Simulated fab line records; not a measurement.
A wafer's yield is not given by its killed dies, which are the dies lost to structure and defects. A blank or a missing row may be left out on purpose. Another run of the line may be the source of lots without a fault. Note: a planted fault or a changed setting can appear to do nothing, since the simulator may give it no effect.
Comparing a struck lot with a sound one | flow sky130 | 20 steps out of a route of 708
Sound: wafers L678.2, L678.4, L678.6. Wafers struck: L671.2, L671.3, L671.5. The cause comes at the end.
Order at every step that has rows: each side's tool, ch and its chambers, its first start. Under that, the readings that differ: sound wafers | struck wafers | difference of the means | sigmas: that difference in standard deviations of wafers without a fault.
alike: readings with means less than 2 such deviations apart, plus words and numbers identical on both sides. not compared: withheld readings, readings lacking a value on some wafer, bounds such as >300 that could conceal the same value, and numbers that have no deviation in the record and whose values overlap.
Wherever a step has rows on one side only, a row that says differs or no value, or a row with sigmas, the two part there. Numbers that have no deviation but don't overlap get no sigmas and don't part them. A reading missing from all wafers of one side parts the sides only when that side holds two or more wafers.

SKY_LDD_HVP_OVL_MEAS_07:
  sound on overlay-02, day 28 12:22; struck on overlay-02, day 26 04:58
  alike: LDD_HVP_OVL
then, 1 step without rows for these wafers: SKY_LDD_HVP_IMPLANT_08.
SKY_LDD_HVP_STRIP_09: strips in O2/N2.
  sound on plasma asher-01 ch 0,1, day 28 12:32; struck on plasma asher-03 ch 0,1, day 26 05:08
  alike: drypump motor current A, oes product au, strip time to endpoint s
  not compared: rf hours counter h
SKY_LDD_HVP_TW_MEAS_10:
  sound on film metro-03, day 28 12:39; struck on film metro-04, day 26 05:15
  reading    | sound             | struck            | difference | sigmas
  LDD_HVP_TW | 454.1 455.2 455.7 | 448.3 447.5 450.5 | -6.2       | -2
then, 7 steps without rows for these wafers: SKY_LDD_LDN_DEHYDRATE_00 (time 60 s); SKY_LDD_LDN_HMDS_01 (prime time 60 s); SKY_LDD_LDN_COAT_02 (resist thk 1140 nm); SKY_LDD_LDN_SOFTBAKE_03 (time 60 s); SKY_LDD_LDN_EXPOSE_04 (exposes mask LDNTM, target cd 700 nm); SKY_LDD_LDN_PEB_05; SKY_LDD_LDN_DEVELOP_06 (develop time 60 s).
SKY_LDD_LDN_OVL_MEAS_07:
  sound on overlay-01, day 29 16:47; struck on overlay-01, day 27 11:28
  alike: LDD_LDN_OVL
SKY_LDD_LDN_IMPLANT_08:
  sound on implanter-01 ch 0, day 29 16:50; struck on implanter-03 ch 0, day 27 11:50
  alike: dose ions cm2, rotation deg
then, 3 steps without rows for these wafers: SKY_LDD_LDN_IMPLANT_09; SKY_LDD_LDN_IMPLANT_10; SKY_LDD_LDN_IMPLANT_11.
SKY_LDD_LDN_STRIP_12: strips in O2/N2.
  sound on plasma asher-04 ch 0,1, day 29 17:25; struck on plasma asher-02 ch 0,1, day 27 12:25
  reading                      | sound             | struck            | difference | sigmas
  strip time to endpoint s (s) | 14.07 14.07 14.05 | 14.16 14.18 14.17 | +0.11      | +2
  alike: drypump motor current A, oes product au
  not compared: rf hours counter h
SKY_LDD_LDN_TW_MEAS_13:
  sound on film metro-01, day 29 17:32; struck on film metro-04, day 27 12:31
  reading    | sound          | struck         | difference | sigmas
  LDD_LDN_TW | 1474 1473 1469 | 1564 1568 1562 | +93        | +10
then, 1 step without rows for these wafers: SKY_LDD_LDN_CLEAN_14 (cleans in SC1/SC2, time 150 s).
-- a jump in the record: the struck wafers' starts before and after are 22 days apart (it breaks off in module LDD_LDN and resumes in module PAD_OPEN, where the first step shown is number 708 of the route) --
SKY_PAD_OPEN_PROBE_99:
  sound on prober-02, day 50 09:08; struck on prober-01, day 49 05:34
  reading                         | sound          | struck         | difference | sigmas
  model.etest.tip sonos.rs ohm sq | 2585 2597 2586 | 2319 2298 2293 | -286       |
  alike: killed_at_M0_to_M3, killed_at_M4_up, killed at contacts, killed at front end, killed at other, killed dies, killed open, killed short

WHERE THEY PART
Earliest at SKY_LDD_HVP_TW_MEAS_10; latest, in this record, at SKY_LDD_LDN_TW_MEAS_13. Later steps at which nothing parts them and some readings are alike: SKY_PAD_OPEN_PROBE_99.

WHY: what had been put in by the simulator
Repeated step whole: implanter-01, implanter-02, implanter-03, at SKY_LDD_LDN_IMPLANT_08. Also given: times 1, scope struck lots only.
